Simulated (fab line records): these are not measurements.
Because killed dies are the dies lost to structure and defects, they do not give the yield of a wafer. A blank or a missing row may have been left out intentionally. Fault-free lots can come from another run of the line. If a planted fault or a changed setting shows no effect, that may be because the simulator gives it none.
2 desks, one fault | flow sky130 | each desk has only its own numbers; what lay behind them comes last

## THE METROLOGY DESK
What the gauges read, lot by lot, whatever tool the lot ran on: means of the sampled wafers that have a number. Marked OUT: a lot whose mean sits more than 4 standard deviations from the usual mean, which makes it out of limits; the brackets give that distance.
Columns: A = cd nm at SKY_FIELD_ISO_CD_MEAS_13, usual 150.2 nm; B = FIELD_ISO_CVD_24_THK at SKY_FIELD_ISO_THK_MEAS_25, usual 594 nm; C = LI_CONTACT_OVL at SKY_LI_CONTACT_OVL_MEAS_13, usual 1 nm
lot  | first seen here | A     | B   | C
L521 | day 2 04:02     | 151.0 | 590 | 5
L523 | day 2 19:04     | 148.2 | 591 | -3
L524 | day 3 00:23     | 148.0 | 595 | 8
L525 | day 3 03:41     | 148.6 | 583 | 3
L526 | day 3 10:10     | 152.5 | 590 | -1
L527 | day 3 14:40     | 150.8 | 601 | -1
L530 | day 4 08:40     | 152.5 | 594 | -1
L533 | day 4 18:52     | 147.3 | 591 | -5
L534 | day 5 00:10     | 149.8 | 601 | -1
L535 | day 5 05:13     | 152.0 | 595 | 1
L536 | day 5 11:11     | 149.2 | 602 | -3
L538 | day 5 21:40     | 149.1 | 592 | -0
L542 | day 6 20:14     | 151.4 | 593 | -1
L543 | day 7 06:14     | 149.2 | 592 | -7
L544 | day 7 06:22     | 151.0 | 593 | -4
This desk found nothing out of limits on any of the 15 lots.

## AT THE TOOL OWNER'S DESK: litho track-03
Per lot that ran on this tool, the mean of the sampled wafers carrying a number, from the tool's own readings at SKY_RES_XHIGH_SOFTBAKE_03 (time 60 s). Marked OUT: a lot whose mean sits more than 4 standard deviations from the usual mean, which makes it out of limits; the brackets give that distance.
Columns: A = run length s at SKY_RES_XHIGH_SOFTBAKE_03, usual 89.15 s
lot  | first seen here | A
L523 | day 26 18:42    | 89.14
L525 | day 27 09:04    | 89.20
L527 | day 28 04:19    | 89.35
L534 | day 30 07:25    | 106.99 (+99 or more) OUT
L535 | day 30 14:34    | 107.00 (+99 or more) OUT
L536 | day 31 06:43    | 106.90 (+99 or more) OUT
Finding of this desk: L534, L535, L536 out of limits; the first was L534 at day 30 07:25, on run length s at SKY_RES_XHIGH_SOFTBAKE_03. L523, L525, L527 stayed within limits.

## ALL TOGETHER
At day 30 07:25, on L534, L535, L536, the tool owner's desk was in a position to raise an alarm.
From the metrology desk's view, nothing was out of limits.
The metrology desk holds a record of L534, L535, L536, inside its limits.
Of the lots named, all ran SKY_RES_XHIGH_SOFTBAKE_03 on litho track-03.

## WHAT THE SIMULATOR PUT IN
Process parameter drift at SKY_RES_XHIGH_SOFTBAKE_03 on litho track-03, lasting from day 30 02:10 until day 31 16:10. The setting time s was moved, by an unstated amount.
Shown lots that were struck: L534, L535, L536.
Each desk's first reading out of limits, in hours after the fault started: the tool owner's desk, 5.
